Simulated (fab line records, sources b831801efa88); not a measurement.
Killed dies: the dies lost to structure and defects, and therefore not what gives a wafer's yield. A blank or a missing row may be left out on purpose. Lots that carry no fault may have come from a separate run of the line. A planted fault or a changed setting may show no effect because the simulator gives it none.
Check for tools in common    flow gf180mcu    15 lots and 45 wafers in the sample

WHY IT WAS OPENED
Of 15 lots, 3 have the reading V3_W_RS flagged at GF_V3_RS_MEAS_24. Wafers without a fault read 0.326 ohm/sq, standard deviation 0.0053.
Rule: a lot gets a flag if all its wafers with a number sit over 4 standard deviations from that mean, or if no wafer of it has a number. All remaining lots are regarded as sound.

lot   measured      on             V3_W_RS (ohm/sq), wafer by wafer  flag
L107  day 22 16:19  film metro-04  0.322 0.335 0.322                 
L109  day 23 08:32  film metro-04  0.337 0.337 0.333                 
L115  day 25 13:42  film metro-04  43.706 44.818 43.371              FLAGGED
L116  day 26 00:08  film metro-02  42.574 43.552 42.227              FLAGGED
L117  day 26 07:07  film metro-04  43.021 43.998 44.420              FLAGGED
L120  day 27 04:35  film metro-02  0.318 0.318 0.330                 
L121  day 28 12:56  film metro-04  0.325 0.328 0.326                 
L122  day 28 15:02  film metro-02  0.322 0.326 0.319                 
L123  day 28 17:45  film metro-03  0.317 0.316 0.316                 
L124  day 28 17:48  film metro-02  0.324 0.325 0.323                 
L125  day 28 23:03  film metro-03  0.325 0.327 0.326                 
L126  day 29 05:11  film metro-02  0.328 0.326 0.326                 
L127  day 29 10:11  film metro-02  0.332 0.324 0.333                 
L128  day 29 19:11  film metro-02  0.329 0.327 0.320                 
L129  day 30 00:41  film metro-03  0.331 0.320 0.322                 
Flagged lots average 43.521 ohm/sq: +43.195 ohm/sq relative to the usual, that is +99 or more standard deviations.

EACH LOT AND THE TOOL IT RAN ON
3 process steps preceding the reading are held in the record, out of 602 steps in the route. Every cell lists first the tool, next ch and the chambers used by the sampled wafers, and last the start.
lot   flag     GF_M3_SPUTTER_00              GF_M3_SPUTTER_01              GF_V3_CVD_23
L107           pvd sputter-02, day 20 13:51  pvd sputter-02, day 20 13:57  cvd w-01 ch 0,1, day 22 16:12
L109           pvd sputter-04, day 21 07:18  pvd sputter-04, day 21 07:24  cvd w-01 ch 1, day 23 08:25
L115  FLAGGED  pvd sputter-03, day 23 15:48  pvd sputter-03, day 23 15:54  cvd w-02 ch 0,1, day 25 13:34
L116  FLAGGED  pvd sputter-04, day 24 02:06  pvd sputter-04, day 24 02:12  cvd w-02 ch 0,1, day 26 00:01
L117  FLAGGED  pvd sputter-04, day 24 09:41  pvd sputter-04, day 24 09:47  cvd w-02 ch 0,1, day 26 06:59
L120           pvd sputter-03, day 25 07:49  pvd sputter-03, day 25 07:55  cvd w-01 ch 0,1, day 27 04:29
L121           pvd sputter-03, day 25 23:31  pvd sputter-03, day 25 23:37  cvd w-02 ch 0,1, day 28 12:50
L122           pvd sputter-03, day 26 04:03  pvd sputter-03, day 26 04:09  cvd w-01 ch 0, day 28 14:54
L123           pvd sputter-03, day 26 09:07  pvd sputter-03, day 26 09:13  cvd w-01 ch 0, day 28 17:37
L124           pvd sputter-02, day 26 11:26  pvd sputter-02, day 26 11:32  cvd w-02 ch 0,1, day 28 17:41
L125           pvd sputter-02, day 26 21:27  pvd sputter-02, day 26 21:33  cvd w-02 ch 0,1, day 28 22:55
L126           pvd sputter-03, day 27 11:31  pvd sputter-03, day 27 11:37  cvd w-02 ch 0, day 29 05:04
L127           pvd sputter-04, day 27 13:36  pvd sputter-04, day 27 13:42  cvd w-01 ch 0,1, day 29 10:04
L128           pvd sputter-04, day 28 13:43  pvd sputter-04, day 28 13:49  cvd w-01 ch 0,1, day 29 19:03
L129           pvd sputter-04, day 28 16:26  pvd sputter-04, day 28 16:32  cvd w-01 ch 0,1, day 30 00:34
What is done by these steps:
- GF_M3_SPUTTER_00: material Ti, target thk 37.5 nm, time 150 s.
- GF_M3_SPUTTER_01: material TiN, target thk 30 nm, time 25 s.
- GF_V3_CVD_23: deposits W, target thk 350 nm, time 104.9 s.
- GF_V3_RS_MEAS_24: measures by four-point-probe.

FLAGGED OVER TOTAL, TOOL BY TOOL (the gauges that took the reading come last)
step              tool            lots run  flagged  share of the flagged lots  sound lots run after its first flagged lot
GF_M3_SPUTTER_00  pvd sputter-02  3         0        none                       -
GF_M3_SPUTTER_00  pvd sputter-03  6         1        some                       5 (L120,L121,L122,L123,L126)
GF_M3_SPUTTER_00  pvd sputter-04  6         2        some                       3 (L127,L128,L129)
GF_M3_SPUTTER_01  pvd sputter-02  3         0        none                       -
GF_M3_SPUTTER_01  pvd sputter-03  6         1        some                       5 (L120,L121,L122,L123,L126)
GF_M3_SPUTTER_01  pvd sputter-04  6         2        some                       3 (L127,L128,L129)
GF_V3_CVD_23      cvd w-01        8         0        none                       -
GF_V3_CVD_23      cvd w-02        7         3        all                        4 (L121,L124,L125,L126)
GF_V3_RS_MEAS_24  film metro-02   7         1        some                       6 (L120,L122,L124,L126,L127,L128)
GF_V3_RS_MEAS_24  film metro-03   3         0        none                       -
GF_V3_RS_MEAS_24  film metro-04   5         2        some                       1 (L121)

THE TABLE: WHAT IT ALLOWS
Rows of the table that ran each flagged lot: 1, that is cvd w-02 at GF_V3_CVD_23.
- cvd w-02 at GF_V3_CVD_23: 3 of its 7 lots flagged. Sound lots ran on it after the first flagged one (L121, L124, L125, L126), which a lasting fault on the whole tool wouldn't allow. On the flagged lots its readings are blank where sound lots have values: chamber pressure Torr, heater power outer w, heater power w.
Every row of the table either missed a flagged lot or ran a sound lot after the first.

WHAT THE SIMULATOR PUT IN
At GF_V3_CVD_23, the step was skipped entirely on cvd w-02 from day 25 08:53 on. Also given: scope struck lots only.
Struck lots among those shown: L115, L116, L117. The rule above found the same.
